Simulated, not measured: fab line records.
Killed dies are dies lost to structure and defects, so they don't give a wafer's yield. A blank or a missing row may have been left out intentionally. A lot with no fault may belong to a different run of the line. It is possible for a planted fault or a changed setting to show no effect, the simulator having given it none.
fab line records -- flow sky130
record: lots: 6, wafers: 18, last_day: 50
route steps=708 shown LDD_HVN@268 LDD_HVP@278
lots with no fault: from the same line, run without faults
start_h: hours from the record's first day to the start of the lot's first wafer shown -- wait_h: hours since the lot's step before -- " the same as in the row above -- L1.1+2: a row that stands for several wafers -- - value missing, or start not given -- * or withheld: withheld -- < > ~ a bound
route shown NAME@n: a module of which the file shows steps, and the number in the route of the first -- usual: mean/standard deviation taken from wafers without a fault -- same: alike in all rows -- chamber/n: place in a boat -- sites: each site's reading -- _std_site: standard deviation across them -- _edge_site: mean of outer sites minus mean of inner sites -- radius_mm: how far each site lies from the wafer's centre -- mask NAME#n: copy n -- behind: the most recent tool/chamber to have shaped the wafer -- hold: what put the lot on hold/how long, in hours/how the hold closed -- device: which transistor (n, p or np) failed to switch -- end of line: the route-end tests of the same wafers -- a step given without rows: its recipe and nothing more -- killed: the dies lost at the first sort to structure and to defects; this is not the yield of the wafer -- map: per-die view of a wafer (x killed, . not killed, _ where there is no die)
set.NAME: the setting that was run; set.NAME@STEP: the one run at that earlier step -- model.NAME: the simulator's own value behind a step, which no gauge read
lots at selected steps of the route; one table per step, one row per wafer
services: when a tool's chamber went out of use (start_h, in hours from the record's first day, below 0 if earlier), for how many hours, and the reason
== steps ==
step: SKY_LDD_HVN_HMDS_01
recipe: prime_time_s: 60, prime_temp_c: 120
step: SKY_LDD_HVN_COAT_02
recipe: resist: NOVOLAK, spin_rpm: 3000, resist_thk_nm: 300
step: SKY_LDD_HVN_SOFTBAKE_03
recipe: temp_c: 90, time_s: 60, resist: NOVOLAK
step: SKY_LDD_HVN_EXPOSE_04
recipe: mask_id: HVNTM, na: 0.6, source_shape: conventional, sigma_outer: 0.6, polarization: unpolarized, target_cd_nm: 700, dose_mj: 127
step: SKY_LDD_HVN_PEB_05
recipe: temp_c: withheld, time_s: *, resist: NOVOLAK
step: SKY_LDD_HVN_DEVELOP_06
recipe: resist: NOVOLAK, developer: TMAH, develop_time_s: 60, dev_temp_c: 23
step: SKY_LDD_HVN_OVL_MEAS_07
usual: LDD_HVN_OVL: 0.6/1.6
lot.wafer,tool,chamber,start_h,wait_h,LDD_HVN_OVL[nm]
L325.1,overlay-02,-,598.04,0.1,1.0
L325.2,overlay-02,-,598.04,0.1,2.1
L325.6,overlay-02,-,598.04,0.1,0.4
L328.2,overlay-02,-,599.70,0.1,1.1
L328.5,overlay-02,-,599.70,0.1,1.2
L328.6,overlay-02,-,599.70,0.1,1.3
L330.2,overlay-02,-,606.05,0.1,0.7
L330.4,overlay-02,-,606.05,0.1,2.1
L330.6,overlay-02,-,606.05,0.1,2.1
L331.1,overlay-02,-,610.69,0.1,-0.4
L331.2,overlay-02,-,610.69,0.1,-0.3
L331.6,overlay-02,-,610.69,0.1,-0.2
L332.1,overlay-02,-,628.68,0.1,-0.4
L332.2,overlay-02,-,628.68,0.1,0.2
L332.6,overlay-02,-,628.68,0.1,3.2
L334.3,overlay-01,-,646.24,0.1,0.4
L334.4,overlay-01,-,646.24,0.1,1.9
L334.6,overlay-01,-,646.24,0.1,2.8
step: SKY_LDD_HVN_IMPLANT_08
recipe: species: P, energy_kev: 60, dose_cm2: 3e+13, tilt_deg: 40
step: SKY_LDD_HVN_STRIP_09
recipe: chemistry: O2/N2, power_w: 1400, pressure_mtorr: 1500, platen_temp_c: withheld, o2_flow_sccm: 3000, n2_flow_sccm: 300, overash_fraction: 0.5
usual: drypump_motor_current_A: 5.71/0.16, o2_flow_sccm: 3001/8.6, oes_product_au: 0.409/0.0046, strip_time_to_endpoint_s: 4.137/0.015
lot.wafer,tool,chamber,start_h,wait_h,drypump_motor_current_A,o2_flow_sccm,oes_product_au,rf_hours_counter_h,strip_time_to_endpoint_s
L325.1,plasma_asher-01,0,598.23,0.1,5.95,3000,0.403,17,4.125
L325.2,plasma_asher-01,1,598.23,0.1,5.97,3002,0.406,17,4.138
L325.6,plasma_asher-01,1,598.23,0.1,5.99,2990,0.416,-,4.148
L328.2,plasma_asher-02,1,599.88,0.1,5.51,3006,0.403,95,4.131
L328.5,plasma_asher-02,1,599.88,0.1,5.52,3001,0.400,-,4.127
L328.6,plasma_asher-02,0,599.88,0.1,5.81,3001,0.418,-,4.124
L330.2,plasma_asher-02,1,606.23,0.1,5.52,2998,0.407,95,4.145
L330.4,plasma_asher-02,1,606.23,0.1,5.55,2995,0.410,-,4.134
L330.6,plasma_asher-02,1,606.23,0.1,5.55,2988,0.409,-,4.175
L331.1,plasma_asher-02,0,610.88,0.1,5.80,2995,0.412,96,4.143
L331.2,plasma_asher-02,1,610.88,0.1,5.52,2987,0.399,96,4.101
L331.6,plasma_asher-02,0,610.88,0.1,5.82,2998,0.406,-,4.107
L332.1,plasma_asher-02,1,628.86,0.1,5.55,3003,0.414,97,4.121
L332.2,plasma_asher-02,0,628.86,0.1,5.77,3002,0.405,97,4.122
L332.6,plasma_asher-02,1,628.86,0.1,5.57,3004,0.408,-,4.128
L334.3,plasma_asher-04,1,646.45,0.1,5.57,3006,0.404,-,4.140
L334.4,plasma_asher-04,0,646.45,0.1,5.66,2992,0.410,-,4.158
L334.6,plasma_asher-04,0,646.45,0.1,5.66,2991,0.409,-,4.134
step: SKY_LDD_HVN_TW_MEAS_10
usual: LDD_HVN_TW: 1424/6.6
lot.wafer,tool,chamber,start_h,wait_h,LDD_HVN_TW
L325.1,film_metro-02,-,598.33,0.1,1419
L325.2,film_metro-02,-,598.33,0.1,1428
L325.6,film_metro-02,-,598.33,0.1,1423
L328.2,film_metro-02,-,599.99,0.1,1437
L328.5,film_metro-02,-,599.99,0.1,1427
L328.6,film_metro-02,-,599.99,0.1,1422
L330.2,film_metro-02,-,606.34,0.1,1434
L330.4,film_metro-02,-,606.34,0.1,1430
L330.6,film_metro-02,-,606.34,0.1,1419
L331.1,film_metro-02,-,610.98,0.1,1424
L331.2,film_metro-02,-,610.98,0.1,1422
L331.6,film_metro-02,-,610.98,0.1,1429
L332.1,film_metro-01,-,628.96,0.1,1417
L332.2,film_metro-01,-,628.96,0.1,1421
L332.6,film_metro-01,-,628.96,0.1,1421
L334.3,film_metro-04,-,646.53,0.1,1413
L334.4,film_metro-04,-,646.53,0.1,1418
L334.6,film_metro-04,-,646.53,0.1,1418
step: SKY_LDD_HVP_DEHYDRATE_00
recipe: temp_c: 200, time_s: 60
step: SKY_LDD_HVP_HMDS_01
recipe: prime_time_s: 60, prime_temp_c: 120
step: SKY_LDD_HVP_COAT_02
recipe: resist: NOVOLAK, spin_rpm: 3000, resist_thk_nm: 300
usual: chill_plate_temp_C: 22.98/0.11, dispense_pressure_kPa: 49.5/1.7
lot.wafer,tool,chamber,start_h,wait_h,chill_plate_temp_C,dispense_pressure_kPa
L325.1,litho_track-03,0,612.65,0.1,23.06,51.4
L325.2,litho_track-03,0,612.65,0.1,23.01,51.4
L325.6,litho_track-03,0,612.65,0.1,22.99,51.4
L328.2,litho_track-02,-,614.47,0.1,-,-
L328.5,litho_track-02,-,614.47,0.1,-,-
L328.6,litho_track-02,-,614.47,0.1,-,-
L330.2,litho_track-02,-,620.91,0.1,-,-
L330.4,litho_track-02,-,620.91,0.1,-,-
L330.6,litho_track-02,-,620.91,0.1,-,-
L331.1,litho_track-04,0,625.73,0.1,22.96,47.4
L331.2,litho_track-04,0,625.73,0.1,22.95,47.4
L331.6,litho_track-04,0,625.73,0.1,22.99,47.4
L332.1,litho_track-04,0,642.53,0.1,23.04,47.3
L332.2,litho_track-04,0,642.53,0.1,23.12,47.3
L332.6,litho_track-04,0,642.53,0.1,23.22,47.3
L334.3,litho_track-02,0,660.44,0.1,22.99,50.1
L334.4,litho_track-02,0,660.44,0.1,22.85,50.1
L334.6,litho_track-02,0,660.44,0.1,22.95,50.1
step: SKY_LDD_HVP_SOFTBAKE_03
recipe: temp_c: 90, time_s: 60, resist: NOVOLAK
step: SKY_LDD_HVP_EXPOSE_04
recipe: mask_id: HVPTM, na: 0.6, source_shape: conventional, sigma_outer: 0.6, polarization: unpolarized, target_cd_nm: 700, dose_mj: 86
step: SKY_LDD_HVP_PEB_05
recipe: temp_c: withheld, time_s: *, resist: NOVOLAK
step: SKY_LDD_HVP_DEVELOP_06
recipe: resist: NOVOLAK, developer: TMAH, develop_time_s: 60, dev_temp_c: 23
step: SKY_LDD_HVP_OVL_MEAS_07
usual: LDD_HVP_OVL: 0.3/1.9
lot.wafer,tool,chamber,start_h,wait_h,LDD_HVP_OVL[nm]
L325.1,overlay-02,-,627.85,0.1,3.4
L325.2,overlay-02,-,627.85,0.1,2.7
L325.6,overlay-02,-,627.85,0.1,3.7
L328.2,overlay-02,-,629.40,0.1,-
L328.5,overlay-02,-,629.40,0.1,-
L328.6,overlay-02,-,629.40,0.1,-
L330.2,overlay-02,-,635.60,0.1,-
L330.4,overlay-02,-,635.60,0.1,-
L330.6,overlay-02,-,635.60,0.1,-
L331.1,overlay-01,-,639.34,0.1,1.5
L331.2,overlay-01,-,639.34,0.1,1.2
L331.6,overlay-01,-,639.34,0.1,0.7
L332.1,overlay-02,-,657.80,0.1,3.8
L332.2,overlay-02,-,657.80,0.1,2.6
L332.6,overlay-02,-,657.80,0.1,1.7
L334.3,overlay-01,-,674.19,0.1,-0.2
L334.4,overlay-01,-,674.19,0.1,0.8
L334.6,overlay-01,-,674.19,0.1,2.1
step: SKY_LDD_HVP_IMPLANT_08
recipe: species: B, energy_kev: 20, dose_cm2: 1.7e+13, tilt_deg: 17.9
== services ==
tool,chamber,start_h,hours,kind
plasma_asher-04,-,624.79,3.3,repair
plasma_asher-01,-,635.72,3.7,repair
== key ==
first_sign: step: SKY_LDD_HVP_COAT_02, reading: tool_record, direction: missing
effect: step: SKY_LDD_HVP_OVL_MEAS_07, reading: LDD_HVP_OVL, direction: missing
met_at SKY_LDD_HVP_COAT_02
struck_wafers L328.2,L328.5,L328.6,L330.2,L330.4,L330.6
sort_left_out L328.2,L328.5,L328.6,L330.2,L330.4,L330.6
tester_left_out L328,L330
fault: kind: skipped_step_whole, tool: litho_track-02, chamber: -, onset_h: 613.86, steps: SKY_LDD_HVP_COAT_02, scope: struck_lots_only
tester_left_out: of these lots the tester's yield and bins aren't shown, on N5 and GAA mostly nor the transistor test; their killed dies are dies lost to structure and defects alone, not to doping, threshold or leakage, so they don't give the yield
sort_left_out: the simulated sort isn't trusted on such a fault, so these wafers' sort isn't shown, and their yield isn't known
